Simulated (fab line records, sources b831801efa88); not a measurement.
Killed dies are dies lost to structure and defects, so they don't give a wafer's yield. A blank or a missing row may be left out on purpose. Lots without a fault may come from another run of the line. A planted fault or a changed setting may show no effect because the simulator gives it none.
Split-lot experiment | flow sfq_line | 5 lots, 23 wafers read, on a route of 325 steps

THE SPLIT
At SFQ_TRILAYER_C5_BARC_OPEN_VIA_ETCH_210 (etches BARC in O2, target depth 125 nm, time 41.7 s), the setting time_s was moved away from the recipe's 41.7 s on 7 of the 23 wafers read, by -9.0% to +6.5%. The other wafers ran this setting at the recipe's value.

The reading is taken at the split's own step.

THE READING
oes_product_au, in a.u., at SFQ_TRILAYER_C5_BARC_OPEN_VIA_ETCH_210 (etches BARC in O2, target depth 125 nm, time 41.7 s). Fault-free wafers of this fab line usually give 0.686 a.u., standard deviation 0.004 a.u..

wafer  | tool, chamber at the split | time_s as run, s | against the recipe | oes_product_au, a.u. | against lot-mates on the recipe
L074.2 | rie_diel-01, 2             | 41.7             | recipe             | 0.686                | -
L074.3 | rie_diel-01, 0             | 41.7             | recipe             | 0.691                | -
L074.5 | rie_diel-01, 2             | 41.7             | recipe             | 0.682                | -
L076.1 | rie_diel-04, 0             | 41.7             | recipe             | 0.680                | -
L076.2 | rie_diel-04, 1             | 41.7             | recipe             | 0.689                | -
L076.3 | rie_diel-04, 2             | 38.15            | -8.5%              | 0.711                | +0.026
L076.4 | rie_diel-04, 3             | 41.7             | recipe             | 0.685                | -
L076.6 | rie_diel-04, 3             | 38.15            | -8.5%              | 0.714                | +0.029
L080.1 | rie_diel-01, 3             | 44.41            | +6.5%              | 0.684                | -0.002
L080.2 | rie_diel-01, 1             | 41.7             | recipe             | 0.686                | -
L080.3 | rie_diel-01, 0             | 44.41            | +6.5%              | 0.679                | -0.007
L080.4 | rie_diel-01, 1             | 41.7             | recipe             | 0.685                | -
L080.5 | rie_diel-01, 3             | 41.7             | recipe             | 0.686                | -
L083.1 | rie_diel-04, 1             | 41.7             | recipe             | 0.686                | -
L083.2 | rie_diel-04, 3             | 41.7             | recipe             | 0.685                | -
L083.3 | rie_diel-04, 0             | 41.7             | recipe             | 0.689                | -
L083.5 | rie_diel-04, 0             | 41.7             | recipe             | 0.684                | -
L083.6 | rie_diel-04, 3             | 41.7             | recipe             | 0.683                | -
L084.2 | rie_diel-03, 2             | 37.95            | -9.0%              | 0.715                | +0.029
L084.3 | rie_diel-03, 1             | 37.95            | -9.0%              | 0.708                | +0.022
L084.4 | rie_diel-03, 0             | 41.7             | recipe             | 0.679                | -
L084.5 | rie_diel-03, 2             | 41.7             | recipe             | 0.692                | -
L084.6 | rie_diel-03, 3             | 37.95            | -9.0%              | 0.722                | +0.036

THE FIT
A straight line over all 23 wafers: oes_product_au changes by -0.00262 a.u. for each +1% of time_s; r = -0.90; the points scatter about the line by 0.0057 a.u..
The same after taking each lot's own level away (the mean of its wafers on the recipe; 23 wafers): -0.00265 a.u. for each +1%; r = -0.90; scatter 0.0057 a.u..
On that fit, the largest move of time_s shifts the reading by 0.024 a.u..
The lots' own levels span 0.6847 to 0.6863 a.u., that is 0.4 times the standard deviation above.
So the lot-to-lot level changes the slope little: the two slopes agree.
Check: with one of the wafers moved furthest among these (-9.0%) left out of the fit, the line predicts +0.0255 a.u. for it against its lot-mates. It came out at +0.0295 a.u. against them.
Tool readings at the split's step, against how far the setting was moved: oes_product_au r = -0.90.

OTHER SPLITS ON THESE WAFERS
These wafers also went through other splits before the reading. Each is held against what the fit with the lots' levels taken away leaves over:
other split on the same wafers                   | wafers away from the commonest value | r with oes_product_au (lot level and that fit taken away)
SFQ_TRILAYER_I4_VIA_LITHO_PEB_106 peb_time_s     | 7                                    | -0.02
SFQ_TRILAYER_JJ_TRILAYER_DEP_SPUTTER_110 power_w | 8                                    | -0.01
SFQ_TRILAYER_JJ_TRILAYER_DEP_SPUTTER_112 power_w | 5                                    | +0.07
SFQ_TRILAYER_A5B_DEP_PECVD_129 time_s            | 5                                    | -0.28
SFQ_TRILAYER_R5_DEP_SPUTTER_132 time_s           | 9                                    | -0.22
SFQ_TRILAYER_C5_LITHO_EXPOSE_152 dose_mj         | 11                                   | -0.29

THE FILE'S OWN FIT
oes_product_au changes by -0.00269 a.u. for each +1% of time_s, r = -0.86.
